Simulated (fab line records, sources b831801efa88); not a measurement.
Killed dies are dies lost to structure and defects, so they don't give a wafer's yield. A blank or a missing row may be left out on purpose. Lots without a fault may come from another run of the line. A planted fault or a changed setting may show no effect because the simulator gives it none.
fab line records | flow gf180mcu
record lots=5 wafers=15 last_day=34
route steps=602 shown POLY_GATE@157 HV_LDD@176
lots that met no fault: from a run of the same line without faults
start_h: hours from the record's first day to the start of the lot's first wafer shown | wait_h: hours since the lot's step before | " the same as in the row above | L1.1+2: a row that stands for several wafers | - no value, or no start given | * or withheld: withheld | < > ~ a bound
route shown NAME@n: a module of which the file shows steps, and the number in the route of the first | usual: mean/standard deviation of fault-free wafers | same: alike in all rows | chamber/n: place in a boat | sites: the reading at each site | _std_site: their standard deviation | _edge_site: outer sites' mean less inner sites' | radius_mm: how far each site lies from the wafer's centre | mask NAME#n: copy n | behind: the tool/chamber that last shaped the wafer | hold: why the lot was held/for how many hours/how that ended | device: the transistor (n, p or np) that didn't switch | end of line: the same wafers' tests at the end of the route | a step without rows: its recipe alone | killed: dies lost to structure and defects at the first sort, not the wafer's yield | map: a wafer's dies, x killed, . not, _ none there
set.NAME: the setting as run; set.NAME@STEP: as run at that earlier step | model.NAME: the simulator's own value behind a step, which no gauge read
lots at some steps of the route; a table a step, a row a wafer
services: from which hour (start_h, from the record's first day; less than 0 if before it) a tool's chamber was out of use, for how many hours, and why
## steps
# step GF_POLY_GATE_CVD_00
# recipe material=poly-Si target_thk_nm=200 temp_c=620 time_s=1200 pressure_mtorr=200
# usual spike_tc_lower_C=620.1/1.1 spike_tc_top_C=638.8/1.7 susceptor_temp_C=619.89/0.23
# columns lot.wafer tool chamber start_h wait_h spike_tc_lower_C spike_tc_top_C susceptor_temp_C
L078.1 lpcvd-01 1 206.12 0.0 620.1 640.0 619.93
L078.2 " 1 " " 618.6 639.5 619.78
L078.6 " 1 " " 619.5 639.6 619.74
L080.2 lpcvd-02 1 220.03 0.0 621.5 641.9 619.65
L080.5 " 1 " " 619.5 640.8 619.78
L080.6 " 1 " " 618.9 639.9 620.35
L083.2 lpcvd-02 0 238.13 0.0 619.2 637.0 619.63
L083.4 " 0 " " 619.6 638.0 620.08
L083.5 " 0 " " 620.7 637.5 619.48
L084.1 lpcvd-01 0 250.59 0.0 618.7 639.3 620.07
L084.3 " 0 " " 619.1 637.0 619.89
L084.4 " 0 " " 618.3 636.6 620.13
L097.1 lpcvd-01 0 339.10 0.5 618.7 637.3 619.80
L097.2 " 0 " " 618.4 636.5 619.95
L097.3 " 0 " " 619.4 637.5 619.58
# step GF_POLY_GATE_THK_MEAS_01
# recipe reads=poly-Si_of_POLY_GATE_CVD_00
# usual POLY_GATE_CVD_00_THK=199.6/2.3
# columns lot.wafer tool chamber start_h wait_h POLY_GATE_CVD_00_THK[nm]
L078.1 film_metro-03 - 207.46 0.0 197.1
L078.2 " - " " 197.0
L078.6 " - " " 198.3
L080.2 film_metro-01 - 221.37 0.0 204.1
L080.5 " - " " 203.0
L080.6 " - " " 201.8
L083.2 film_metro-01 - 239.47 0.0 201.3
L083.4 " - " " 201.7
L083.5 " - " " 201.5
L084.1 film_metro-01 - 251.92 0.0 198.5
L084.3 " - " " 196.9
L084.4 " - " " 198.1
L097.1 film_metro-03 - 340.43 0.0 199.9
L097.2 " - " " 198.0
L097.3 " - " " 197.9
# step GF_POLY_GATE_DEHYDRATE_02
# recipe temp_c=200 time_s=60
# columns lot.wafer tool chamber start_h wait_h
L078.1+2+6 litho_track-01 0 215.83 8.4
L080.2+5+6 litho_track-01 0 229.75 8.4
L083.2+4+5 litho_track-04 0 248.08 8.6
L084.1+3+4 litho_track-04 0 261.15 9.2
L097.1+2+3 litho_track-03 0 351.66 11.2
# step GF_POLY_GATE_HMDS_03
# recipe prime_time_s=60 prime_temp_c=120
# same prime_time_s=60
# columns lot.wafer tool chamber start_h wait_h
L078.1+2+6 litho_track-01 0 215.98 0.1
L080.2+5+6 litho_track-01 0 229.90 0.1
L083.2+4+5 litho_track-04 0 248.23 0.1
L084.1+3+4 litho_track-04 0 261.30 0.1
L097.1+2+3 litho_track-03 0 351.81 0.1
# step GF_POLY_GATE_COAT_04
# recipe resist=BARC temp_c=withheld time_s=withheld spin_rpm=withheld resist_thk_nm=withheld
# columns lot.wafer tool chamber start_h wait_h
L078.1+2+6 litho_track-01 0 216.13 0.1
L080.2+5+6 litho_track-01 0 230.05 0.1
L083.2+4+5 litho_track-04 0 248.38 0.1
L084.1+3+4 litho_track-04 0 261.45 0.1
L097.1+2+3 litho_track-03 0 351.96 0.1
# step GF_POLY_GATE_COAT_05
# recipe resist=KrF spin_rpm=withheld resist_thk_nm=700
# columns lot.wafer tool chamber start_h wait_h
L078.1+2+6 litho_track-01 0 - -
L080.2+5+6 litho_track-01 0 - -
L083.2+4+5 litho_track-04 0 - -
L084.1+3+4 litho_track-04 0 - -
L097.1+2+3 litho_track-03 0 - -
# step GF_POLY_GATE_SOFTBAKE_06
# recipe temp_c=130 time_s=60 resist=KrF
# columns lot.wafer tool chamber start_h wait_h
L078.1+2+6 litho_track-01 0 - -
L080.2+5+6 litho_track-01 0 - -
L083.2+4+5 litho_track-04 0 - -
L084.1+3+4 litho_track-04 0 - -
L097.1+2+3 litho_track-03 0 - -
# step GF_POLY_GATE_EXPOSE_07
# recipe mask_id=Poly2 target_cd_nm=280 na=0.68 source_shape=conventional sigma_outer=0.6 dose_mj=28
# columns lot.wafer tool chamber start_h wait_h mask
L078.1+2+6 krf_scanner-02 0 - - Poly2#0
L080.2+5+6 krf_scanner-01 0 - - Poly2#0
L083.2+4+5 krf_scanner-01 0 - - Poly2#0
L084.1+3+4 krf_scanner-02 0 - - Poly2#0
L097.1+2+3 krf_scanner-02 0 - - Poly2#0
# step GF_POLY_GATE_PEB_08
# recipe peb_temp_c=134.6 peb_time_s=90 resist=KrF
# columns lot.wafer tool chamber start_h wait_h
L078.1+2+6 litho_track-01 0 - -
L080.2+5+6 litho_track-03 0 - -
L083.2+4+5 litho_track-04 0 - -
L084.1+3+4 litho_track-03 0 - -
L097.1+2+3 litho_track-03 0 - -
# step GF_POLY_GATE_DEVELOP_09
# recipe develop_time_s=60 resist=KrF dev_temp_c=21
# columns lot.wafer tool chamber start_h wait_h
L078.1+2+6 litho_track-01 0 224.68 0.2
L080.2+5+6 litho_track-03 0 239.39 0.2
L083.2+4+5 litho_track-04 0 257.78 0.2
L084.1+3+4 litho_track-03 0 271.21 0.2
L097.1+2+3 litho_track-03 0 362.71 0.2
# step GF_POLY_GATE_CD_MEAS_10
# recipe target_cd_nm=280
# usual cd_nm=280.3/1.3
# columns lot.wafer tool chamber start_h wait_h cd_nm
L078.1 cd_sem-01 - 224.83 0.1 280.5
L078.2 " - " " 281.2
L078.6 " - " " 281.0
L080.2 cd_sem-02 - 239.53 0.1 280.6
L080.5 " - " " 280.9
L080.6 " - " " 280.9
L083.2 cd_sem-01 - 257.92 0.1 279.9
L083.4 " - " " 281.6
L083.5 " - " " 280.2
L084.1 cd_sem-01 - 271.36 0.1 279.4
L084.3 " - " " 279.8
L084.4 " - " " 280.1
L097.1 cd_sem-01 - 362.86 0.1 281.1
L097.2 " - " " 282.8
L097.3 " - " " 281.6
# step GF_POLY_GATE_OVL_MEAS_11
# usual POLY_GATE_OVL=1/5.6
# columns lot.wafer tool chamber start_h wait_h POLY_GATE_OVL[nm]
L078.1 overlay-02 - 224.95 0.1 -8
L078.2 " - " " 3
L078.6 " - " " -2
L080.2 overlay-02 - 239.64 0.1 -3
L080.5 " - " " -8
L080.6 " - " " -2
L083.2 overlay-01 - 258.03 0.1 5
L083.4 " - " " 9
L083.5 " - " " 10
L084.1 overlay-01 - 271.48 0.1 -4
L084.3 " - " " -6
L084.4 " - " " 2
L097.1 overlay-01 - 362.98 0.1 4
L097.2 " - " " 2
L097.3 " - " " 4
# step GF_POLY_GATE_ETCH_12
# recipe chemistry=N2/H2 target_depth_a=withheld overetch_a=withheld time_s=withheld target=BARC ion_energy_ev=200 source_w=500 bias_w=100 pressure_mtorr=30 n2_flow_sccm=100 h2_flow_sccm=200
# usual drypump_motor_current_A=5.8/0.44 oes_product_au=0.735/0.0043 rf_fwd_power_W=495.2/2.4 throttle_valve_pct=13.215/0.0085
# columns lot.wafer tool chamber start_h wait_h drypump_motor_current_A oes_product_au rf_fwd_power_W throttle_valve_pct
L078.1 rie_diel-01 0 224.98 0.0 5.6 0.729 494.5 13.217
L078.2 " 2 " " 5.9 0.736 496.3 13.211
L078.6 " 1 " " 6.5 0.735 491.1 13.204
L080.2 rie_diel-04 0 239.67 0.0 6.2 0.735 496.9 13.199
L080.5 " 3 " " 5.1 0.739 496.7 13.240
L080.6 " 1 " " 5.3 0.735 493.3 13.209
L083.2 rie_diel-03 0 258.06 0.0 5.3 0.743 494.6 13.221
L083.4 " 2 " " 5.8 0.734 493.3 13.226
L083.5 " 3 " " 6.1 0.736 497.2 13.201
L084.1 rie_diel-03 2 271.52 0.0 5.8 0.738 494.2 13.220
L084.3 " 3 " " 6.1 0.740 494.2 13.199
L084.4 " 0 " " 5.3 0.733 491.5 13.218
L097.1 rie_diel-03 1 363.02 0.0 6.3 0.734 496.2 13.214
L097.2 " 2 " " 5.8 0.739 493.0 13.215
L097.3 " 3 " " 6.1 0.734 497.8 13.212
# step GF_POLY_GATE_ETCH_13
# recipe target=poly-Si target_depth_nm=198.5 stop_on=SiO2 over_etch_frac=0.403 chemistry=HBr/Cl2 icp_w=400 bias_w=100 pressure_mtorr=10 HBr_flow_sccm=150 Cl2_flow_sccm=50 time_s=69.6
# usual drypump_motor_current_A=5.5/0.51 he_backside_leak_sccm=2.71/0.29 oes_product_au=0.990/0.0084 rf_fwd_power_W=397.3/1.4 throttle_valve_pct=33.685/0.01
# columns lot.wafer tool chamber start_h wait_h drypump_motor_current_A he_backside_leak_sccm oes_product_au rf_fwd_power_W rf_hours_counter_h throttle_valve_pct
L078.1 rie_si-02 3 225.03 - 5.2 2.46 0.972 400.0 37 33.680
L078.2 " 2 " " 6.0 2.90 0.987 396.8 4 33.678
L078.6 " 1 " " 5.0 2.65 0.996 397.3 - 33.676
L080.2 rie_si-01 0 239.72 - 5.7 2.71 0.993 396.8 23 33.684
L080.5 " 0 " " 5.6 2.77 0.997 397.1 - 33.703
L080.6 " 3 " " 5.1 2.73 0.996 398.4 - 33.674
L083.2 rie_si-02 2 258.11 - 5.9 2.56 1.000 396.6 4 33.689
L083.4 " 0 " " 6.1 2.49 0.992 397.5 2 33.685
L083.5 " 3 " " 5.2 2.47 0.992 398.7 - 33.691
L084.1 rie_si-01 0 271.57 - 5.7 2.72 0.987 395.7 23 33.693
L084.3 " 1 " " 4.9 3.05 0.990 397.8 2 33.690
L084.4 " 3 " " 5.1 2.92 0.989 398.6 86 33.699
L097.1 rie_si-02 2 363.07 - 5.9 2.96 0.986 394.4 5 33.693
L097.2 " 1 " " 5.0 2.53 0.985 396.6 38 33.682
L097.3 " 3 " " 5.2 3.17 0.971 396.6 38 33.669
# step GF_POLY_GATE_STRIP_14
# recipe chemistry=O2/N2 power_w=1400 pressure_mtorr=1500 platen_temp_c=250 o2_flow_sccm=3000 n2_flow_sccm=300 overash_fraction=0.5
# usual drypump_motor_current_A=5.68/0.28 heater_power_w=352/28 oes_product_au=0.505/0.0043
# columns lot.wafer tool chamber start_h wait_h drypump_motor_current_A heater_power_w oes_product_au rf_hours_counter_h
L078.1 plasma_asher-03 0 225.09 0.0 5.91 364 0.508 43
L078.2 " 1 " " 5.25 376 0.506 43
L078.6 " 1 " " 5.26 368 0.504 -
L080.2 plasma_asher-01 1 239.77 0.0 6.13 392 0.512 13
L080.5 " 1 " " 6.10 401 0.501 -
L080.6 " 0 " " 5.61 329 0.512 -
L083.2 plasma_asher-01 0 258.17 0.0 5.57 325 0.505 15
L083.4 " 0 " " 5.57 329 0.502 -
L083.5 " 1 " " 6.13 396 0.507 -
L084.1 plasma_asher-04 1 271.62 0.0 5.47 334 0.500 63
L084.3 " 1 " " 5.47 332 0.503 -
L084.4 " 0 " " 5.52 346 0.498 -
L097.1 plasma_asher-01 1 363.12 0.0 6.11 385 0.494 27
L097.2 " 0 " " 5.60 325 0.512 27
L097.3 " 0 " " 5.57 320 0.512 -
# step GF_POLY_GATE_CLEAN_15
# recipe chemistry=SC1/SC2 mix=1:4:20 temp_c=70 time_s=150 dry=n2_spin
# columns lot.wafer tool chamber start_h wait_h
L078.1+2+6 wet_bench-01 0 225.19 0.1
L080.2+5+6 wet_bench-01 1 239.87 0.1
L083.2+4+5 wet_bench-02 1 258.27 0.1
L084.1+3+4 wet_bench-04 0 271.72 0.1
L097.1+2+3 wet_bench-04 0 363.22 0.1
# step GF_POLY_GATE_OXIDATION_16
# recipe temp_c=850 ambient=O2 stabilise_s=600 purge_s=300 target_thk_a=40 ox_time_s=899
# usual spike_tc_lower_C=850.0/1.1 spike_tc_top_C=861.9/2.3 tube_center_temp_C_max=852.2/0.37
# columns lot.wafer tool chamber start_h wait_h spike_tc_lower_C spike_tc_top_C tube_center_temp_C_max
L078.1 furnace-01 0 225.53 0.3 848.8 858.7 852.4
L078.2 " 0 " " 850.3 860.5 851.7
L078.6 " 0 " " 849.6 862.4 852.5
L080.2 furnace-02 0 239.92 0.0 850.2 865.2 852.8
L080.5 " 0 " " 849.4 863.9 853.3
L080.6 " 0 " " 850.7 864.1 851.9
L083.2 furnace-02 0 258.43 0.1 850.8 863.4 851.9
L083.4 " 0 " " 848.9 864.1 852.1
L083.5 " 0 " " 851.0 864.7 851.9
L084.1 furnace-01 0 271.77 0.0 850.3 859.9 853.3
L084.3 " 0 " " 848.4 861.8 851.9
L084.4 " 0 " " 848.6 860.3 852.1
L097.1 furnace-01 0 363.27 0.0 848.4 859.1 851.7
L097.2 " 0 " " 851.5 860.0 852.3
L097.3 " 0 " " 847.2 862.0 852.2
# step GF_POLY_GATE_THK_MEAS_17
# recipe reads=SiO2_of_POLY_GATE_OXIDATION_16
# usual POLY_GATE_OXIDATION_THK=4.03/0.08
# columns lot.wafer tool chamber start_h wait_h POLY_GATE_OXIDATION_THK[nm]
L078.1 film_metro-01 - 226.78 0.0 4.21
L078.2 " - " " 4.12
L078.6 " - " " 4.11
L080.2 film_metro-01 - 241.18 0.0 4.11
L080.5 " - " " 4.11
L080.6 " - " " 4.02
L083.2 film_metro-04 - 259.69 0.0 3.86
L083.4 " - " " 3.93
L083.5 " - " " 3.85
L084.1 film_metro-03 - 273.02 0.0 4.00
L084.3 " - " " 3.97
L084.4 " - " " 3.97
L097.1 film_metro-01 - 364.52 0.0 3.96
L097.2 " - " " 4.02
L097.3 " - " " 4.07
# step GF_POLY_GATE_CD_MEAS_18
# usual cd_nm=280.4/1.6
# columns lot.wafer tool chamber start_h wait_h cd_nm
L078.1 cd_sem-01 - 226.84 0.1 281.2
L078.2 " - " " 281.4
L078.6 " - " " 279.5
L080.2 cd_sem-01 - 241.26 0.1 282.8
L080.5 " - " " 282.7
L080.6 " - " " 282.9
L083.2 cd_sem-02 - 259.77 0.1 279.0
L083.4 " - " " 281.8
L083.5 " - " " 281.9
L084.1 cd_sem-01 - 273.10 0.1 282.4
L084.3 " - " " 278.5
L084.4 " - " " 279.4
L097.1 cd_sem-01 - 364.58 0.1 280.1
L097.2 " - " " 280.3
L097.3 " - " " 279.8
# step GF_HV_LDD_DEHYDRATE_00
# recipe temp_c=200 time_s=60
# columns lot.wafer tool chamber start_h wait_h
L078.1+2+6 litho_track-02 0 235.40 8.5
L080.2+5+6 litho_track-02 0 250.13 8.8
L083.2+4+5 litho_track-01 0 269.05 9.3
L084.1+3+4 litho_track-04 0 282.55 9.4
L097.1+2+3 litho_track-02 0 375.80 11.2
# step GF_HV_LDD_HMDS_01
# recipe prime_time_s=60 prime_temp_c=120
# same prime_time_s=60
# columns lot.wafer tool chamber start_h wait_h
L078.1+2+6 litho_track-02 0 235.55 0.1
L080.2+5+6 litho_track-02 0 250.28 0.1
L083.2+4+5 litho_track-01 0 269.20 0.1
L084.1+3+4 litho_track-04 0 282.70 0.1
L097.1+2+3 litho_track-02 0 375.95 0.1
# step GF_HV_LDD_COAT_02
# recipe resist=NOVOLAK spin_rpm=3000 resist_thk_nm=1000
# columns lot.wafer tool chamber start_h wait_h
L078.1+2+6 litho_track-02 0 235.70 0.1
L080.2+5+6 litho_track-02 0 250.43 0.1
L083.2+4+5 litho_track-01 0 269.35 0.1
L084.1+3+4 litho_track-04 0 282.85 0.1
L097.1+2+3 litho_track-02 0 376.10 0.1
# step GF_HV_LDD_SOFTBAKE_03
# recipe temp_c=90 time_s=60 resist=NOVOLAK
# columns lot.wafer tool chamber start_h wait_h
L078.1+2+6 litho_track-02 0 235.85 0.1
L080.2+5+6 litho_track-02 0 250.58 0.1
L083.2+4+5 litho_track-01 0 269.50 0.1
L084.1+3+4 litho_track-04 0 283.00 0.1
L097.1+2+3 litho_track-02 0 376.25 0.1
# step GF_HV_LDD_EXPOSE_04
# recipe mask_id=Nplus_LV_AREA target_cd_nm=400 na=0.6 source_shape=conventional sigma_outer=0.6 dose_mj=140
# columns lot.wafer tool chamber start_h wait_h mask
L078.1+2+6 iline_stepper-02 0 - - Nplus_LV_AREA#0
L080.2+5+6 iline_stepper-02 0 - - Nplus_LV_AREA#0
L083.2+4+5 iline_stepper-01 0 - - Nplus_LV_AREA#0
L084.1+3+4 iline_stepper-01 0 - - Nplus_LV_AREA#0
L097.1+2+3 iline_stepper-02 0 - - Nplus_LV_AREA#0
# step GF_HV_LDD_PEB_05
# recipe temp_c=withheld time_s=* resist=NOVOLAK
# columns lot.wafer tool chamber start_h wait_h
L078.1+2+6 litho_track-04 0 - -
L080.2+5+6 litho_track-01 0 - -
L083.2+4+5 litho_track-02 0 - -
L084.1+3+4 litho_track-04 0 - -
L097.1+2+3 litho_track-02 0 - -
# step GF_HV_LDD_DEVELOP_06
# recipe develop_time_s=60 dev_temp_c=23
# columns lot.wafer tool chamber start_h wait_h
L078.1+2+6 litho_track-04 0 244.85 0.1
L080.2+5+6 litho_track-01 0 259.75 0.1
L083.2+4+5 litho_track-02 0 279.03 0.1
L084.1+3+4 litho_track-04 0 292.45 0.1
L097.1+2+3 litho_track-02 0 387.35 0.1
# step GF_HV_LDD_CD_MEAS_07
# recipe target_cd_nm=400
# usual cd_nm=399.6/1.8
# columns lot.wafer tool chamber start_h wait_h cd_nm
L078.1 cd_sem-01 - 245.00 0.1 399.9
L078.2 " - " " 397.2
L078.6 " - " " 398.4
L080.2 cd_sem-01 - 259.90 0.1 396.2
L080.5 " - " " 395.6
L080.6 " - " " 397.6
L083.2 cd_sem-01 - 279.17 0.1 395.9
L083.4 " - " " 398.7
L083.5 " - " " 398.8
L084.1 cd_sem-01 - 292.60 0.1 397.5
L084.3 " - " " 397.9
L084.4 " - " " 399.7
L097.1 cd_sem-02 - 387.50 0.1 399.8
L097.2 " - " " 398.2
L097.3 " - " " 397.4
# step GF_HV_LDD_OVL_MEAS_08
# usual HV_LDD_OVL=0.1/1.3
# columns lot.wafer tool chamber start_h wait_h HV_LDD_OVL[nm]
L078.1 overlay-02 - 245.16 0.1 -2.4
L078.2 " - " " 0.3
L078.6 " - " " -2.1
L080.2 overlay-02 - 260.00 0.1 0.7
L080.5 " - " " 1.4
L080.6 " - " " -0.2
L083.2 overlay-02 - 279.28 0.1 -2.0
L083.4 " - " " -0.1
L083.5 " - " " -1.5
L084.1 overlay-02 - 292.72 0.1 0.9
L084.3 " - " " 1.8
L084.4 " - " " 0.9
L097.1 overlay-01 - 387.62 0.1 3.4
L097.2 " - " " 3.0
L097.3 " - " " 3.0
# step GF_HV_LDD_IMPLANT_09
# recipe species=As energy_kev=40 dose_cm2=1e+14 tilt_deg=7
# columns lot.wafer tool chamber start_h wait_h
L078.1+2+6 implanter-04 0 245.19 0.0
L080.2+5+6 implanter-01 0 260.06 0.0
L083.2+4+5 implanter-04 0 279.33 0.0
L084.1+3+4 implanter-01 0 292.76 0.0
L097.1+2+3 implanter-01 0 387.66 0.0
# step GF_HV_LDD_STRIP_10
# recipe chemistry=O2/N2 power_w=1400 pressure_mtorr=1500 platen_temp_c=250 o2_flow_sccm=3000 n2_flow_sccm=300 overash_fraction=0.5
# usual drypump_motor_current_A=5.7/0.31 heater_power_w=346/31 oes_product_au=0.716/0.0046 strip_time_to_endpoint_s=12.63/0.036
# columns lot.wafer tool chamber start_h wait_h drypump_motor_current_A heater_power_w oes_product_au rf_hours_counter_h strip_time_to_endpoint_s
L078.1 plasma_asher-01 1 245.34 0.1 6.1 395 0.723 13 12.66
L078.2 " 0 " " 5.6 332 0.724 13 12.61
L078.6 " 1 " " 6.1 385 0.713 - 12.62
L080.2 plasma_asher-01 0 260.18 0.1 5.6 326 0.716 15 12.57
L080.5 " 0 " " 5.6 326 0.720 - 12.59
L080.6 " 1 " " 6.1 388 0.715 - 12.56
L083.2 plasma_asher-04 1 279.46 0.1 5.4 336 0.716 64 12.66
L083.4 " 0 " " 5.5 340 0.721 - 12.64
L083.5 " 1 " " 5.4 329 0.713 - 12.64
L084.1 plasma_asher-02 0 292.91 0.1 6.2 303 0.711 69 12.59
L084.3 " 1 " " 5.4 336 0.721 - 12.60
L084.4 " 0 " " 6.2 306 0.719 - 12.57
L097.1 plasma_asher-02 0 387.81 0.1 6.2 309 0.711 80 12.62
L097.2 " 1 " " 5.3 334 0.717 80 12.61
L097.3 " 1 " " 5.4 331 0.719 - 12.61
# step GF_HV_LDD_TW_MEAS_11
# usual HV_LDD_TW=2390/24
# columns lot.wafer tool chamber start_h wait_h HV_LDD_TW
L078.1 film_metro-02 - 245.44 0.1 2395
L078.2 " - " " 2406
L078.6 " - " " 2391
L080.2 film_metro-03 - 260.29 0.1 2362
L080.5 " - " " 2366
L080.6 " - " " 2371
L083.2 film_metro-02 - 279.57 0.1 2433
L083.4 " - " " 2414
L083.5 " - " " 2430
L084.1 film_metro-02 - 293.01 0.1 2403
L084.3 " - " " 2405
L084.4 " - " " 2393
L097.1 film_metro-03 - 387.91 0.1 2397
L097.2 " - " " 2381
L097.3 " - " " 2389
# step GF_HV_LDD_DEHYDRATE_12
# recipe temp_c=200 time_s=60
# columns lot.wafer tool chamber start_h wait_h
L078.1+2+6 litho_track-04 0 253.80 8.4
L080.2+5+6 litho_track-04 0 269.53 9.2
L083.2+4+5 litho_track-04 0 288.98 9.4
L084.1+3+4 litho_track-02 0 302.35 9.3
L097.1+2+3 litho_track-04 0 399.20 11.3
# step GF_HV_LDD_HMDS_13
# recipe prime_time_s=60 prime_temp_c=120
# same prime_time_s=60
# columns lot.wafer tool chamber start_h wait_h
L078.1+2+6 litho_track-04 0 253.95 0.1
L080.2+5+6 litho_track-04 0 269.68 0.1
L083.2+4+5 litho_track-04 0 289.13 0.1
L084.1+3+4 litho_track-02 0 302.50 0.1
L097.1+2+3 litho_track-04 0 399.35 0.1
# step GF_HV_LDD_COAT_14
# recipe resist=NOVOLAK spin_rpm=3000 resist_thk_nm=1000
# columns lot.wafer tool chamber start_h wait_h
L078.1+2+6 litho_track-04 0 254.10 0.1
L080.2+5+6 litho_track-04 0 269.83 0.1
L083.2+4+5 litho_track-04 0 289.28 0.1
L084.1+3+4 litho_track-02 0 302.65 0.1
L097.1+2+3 litho_track-04 0 399.50 0.1
# step GF_HV_LDD_SOFTBAKE_15
# recipe temp_c=90 time_s=60 resist=NOVOLAK
# columns lot.wafer tool chamber start_h wait_h
L078.1+2+6 litho_track-04 0 254.25 0.1
L080.2+5+6 litho_track-04 0 269.98 0.1
L083.2+4+5 litho_track-04 0 289.43 0.1
L084.1+3+4 litho_track-02 0 302.80 0.1
L097.1+2+3 litho_track-04 0 399.65 0.1
# step GF_HV_LDD_EXPOSE_16
# recipe mask_id=Pplus_LV_AREA target_cd_nm=400 na=0.6 source_shape=conventional sigma_outer=0.6 dose_mj=140
# columns lot.wafer tool chamber start_h wait_h mask
L078.1+2+6 iline_stepper-02 0 - - Pplus_LV_AREA#0
L080.2+5+6 iline_stepper-02 0 - - Pplus_LV_AREA#0
L083.2+4+5 iline_stepper-02 0 - - Pplus_LV_AREA#0
L084.1+3+4 iline_stepper-01 0 - - Pplus_LV_AREA#0
L097.1+2+3 iline_stepper-02 0 - - Pplus_LV_AREA#0
# step GF_HV_LDD_PEB_17
# recipe temp_c=withheld time_s=* resist=NOVOLAK
# columns lot.wafer tool chamber start_h wait_h
L078.1+2+6 litho_track-02 0 - -
L080.2+5+6 litho_track-01 0 - -
L083.2+4+5 litho_track-04 0 - -
L084.1+3+4 litho_track-02 0 - -
L097.1+2+3 litho_track-02 0 - -
# step GF_HV_LDD_DEVELOP_18
# recipe develop_time_s=60 dev_temp_c=23
# columns lot.wafer tool chamber start_h wait_h
L078.1+2+6 litho_track-02 0 263.95 0.1
L080.2+5+6 litho_track-01 0 279.60 0.1
L083.2+4+5 litho_track-04 0 299.73 0.1
L084.1+3+4 litho_track-02 0 312.95 0.1
L097.1+2+3 litho_track-02 0 411.30 0.1
# step GF_HV_LDD_CD_MEAS_19
# recipe target_cd_nm=400
# usual cd_nm=400.3/2.4
# columns lot.wafer tool chamber start_h wait_h cd_nm
L078.1 cd_sem-01 - 264.10 0.1 402.8
L078.2 " - " " 399.9
L078.6 " - " " 401.2
L080.2 cd_sem-02 - 279.75 0.1 399.9
L080.5 " - " " 398.3
L080.6 " - " " 399.9
L083.2 cd_sem-01 - 299.87 0.1 397.2
L083.4 " - " " 397.2
L083.5 " - " " 397.5
L084.1 cd_sem-01 - 313.10 0.1 400.8
L084.3 " - " " 398.5
L084.4 " - " " 399.7
L097.1 cd_sem-02 - 411.45 0.1 399.1
L097.2 " - " " 400.1
L097.3 " - " " 401.1
# step GF_HV_LDD_OVL_MEAS_20
# usual HV_LDD_01_OVL=0.4/1.2
# columns lot.wafer tool chamber start_h wait_h HV_LDD_01_OVL[nm]
L078.1 overlay-01 - 264.22 0.1 0.2
L078.2 " - " " 0.4
L078.6 " - " " 1.5
L080.2 overlay-01 - 279.85 0.1 1.1
L080.5 " - " " 0.9
L080.6 " - " " 0.1
L083.2 overlay-02 - 299.98 0.1 -0.8
L083.4 " - " " 0.0
L083.5 " - " " 0.2
L084.1 overlay-01 - 313.22 0.1 2.4
L084.3 " - " " 1.2
L084.4 " - " " 0.9
L097.1 overlay-02 - 411.57 0.1 -1.6
L097.2 " - " " -0.7
L097.3 " - " " -1.7
# step GF_HV_LDD_IMPLANT_21
# recipe species=BF2 energy_kev=25 dose_cm2=5e+13 tilt_deg=7
# columns lot.wafer tool chamber start_h wait_h
L078.1+2+6 implanter-04 0 264.26 0.0
L080.2+5+6 implanter-01 0 279.91 0.0
L083.2+4+5 implanter-01 0 300.04 0.0
L084.1+3+4 implanter-01 0 313.26 0.0
L097.1+2+3 implanter-01 0 411.60 0.0
# step GF_HV_LDD_STRIP_22
# recipe chemistry=O2/N2 power_w=1400 pressure_mtorr=1500 platen_temp_c=250 o2_flow_sccm=3000 n2_flow_sccm=300 overash_fraction=0.5
# usual drypump_motor_current_A=5.8/0.32 heater_power_w=347/33 oes_product_au=0.717/0.0043 strip_time_to_endpoint_s=12.62/0.038
# columns lot.wafer tool chamber start_h wait_h drypump_motor_current_A heater_power_w oes_product_au rf_hours_counter_h strip_time_to_endpoint_s
L078.1 plasma_asher-01 0 264.41 0.1 5.6 326 0.716 15 12.62
L078.2 " 1 " " 6.2 396 0.708 15 12.64
L078.6 " 0 " " 5.6 325 0.724 - 12.64
L080.2 plasma_asher-01 1 280.03 0.1 6.1 400 0.718 17 12.70
L080.5 " 0 " " 5.6 322 0.714 - 12.73
L080.6 " 1 " " 6.1 400 0.720 - 12.71
L083.2 plasma_asher-01 0 300.16 0.1 5.6 319 0.720 20 12.59
L083.4 " 0 " " 5.6 329 0.730 - 12.62
L083.5 " 0 " " 5.6 326 0.719 - 12.63
L084.1 plasma_asher-01 0 313.41 0.1 5.6 330 0.717 22 12.61
L084.3 " 1 " " 6.1 401 0.716 - 12.61
L084.4 " 0 " " 5.6 332 0.719 - 12.59
L097.1 plasma_asher-04 1 411.75 0.1 5.4 335 0.711 77 12.67
L097.2 " 0 " " 5.5 339 0.718 77 12.67
L097.3 " 0 " " 5.5 346 0.715 - 12.69
# step GF_HV_LDD_TW_MEAS_23
# usual HV_LDD_2_TW=1048/9.5
# columns lot.wafer tool chamber start_h wait_h HV_LDD_2_TW
L078.1 film_metro-01 - 264.51 0.1 1051
L078.2 " - " " 1048
L078.6 " - " " 1044
L080.2 film_metro-01 - 280.14 0.1 1049
L080.5 " - " " 1054
L080.6 " - " " 1052
L083.2 film_metro-01 - 300.27 0.1 1043
L083.4 " - " " 1044
L083.5 " - " " 1040
L084.1 film_metro-03 - 313.51 0.1 1034
L084.3 " - " " 1030
L084.4 " - " " 1036
L097.1 film_metro-03 - 411.85 0.1 1035
L097.2 " - " " 1040
L097.3 " - " " 1040
# step GF_HV_LDD_DEHYDRATE_24
# recipe temp_c=200 time_s=60
# columns lot.wafer tool chamber start_h wait_h
L078.1+2+6 litho_track-02 0 272.90 8.4
L080.2+5+6 litho_track-04 0 289.58 9.4
L083.2+4+5 litho_track-04 0 309.88 9.6
L084.1+3+4 litho_track-02 0 323.40 9.9
L097.1+2+3 litho_track-01 0 423.42 11.6
## services
# columns tool chamber start_h hours kind
rie_si-02 - 199.31 0.4 repair
implanter-01 - 202.55 0.6 repair
krf_scanner-02 - 203.87 4.4 pm
rie_diel-03 1 204.13 18.1 repair
krf_scanner-02 - 208.97 6.0 repair
rie_si-02 0 223.74 4.3 repair
rie_si-02 - 225.73 1.6 repair
lpcvd-01 - 226.91 1.3 repair
implanter-04 - 248.04 6.6 repair
furnace-01 - 248.75 3.2 pm
implanter-01 - 250.84 0.6 repair
implanter-04 - 254.20 8.3 repair
krf_scanner-02 - 266.20 0.5 repair
furnace-01 - 266.52 2.9 pm
krf_scanner-02 - 274.98 1.3 pm
iline_stepper-01 - 277.90 1.7 pm
plasma_asher-04 - 292.79 14.9 repair
krf_scanner-02 - 295.00 0.8 pm
rie_si-02 0 299.09 6.0 repair
iline_stepper-02 - 302.56 1.7 pm
krf_scanner-02 - 302.62 1.0 pm
rie_si-02 - 326.87 2.8 pm
implanter-01 - 355.82 1.2 repair
implanter-01 - 398.49 2.1 pm
## key
fault none
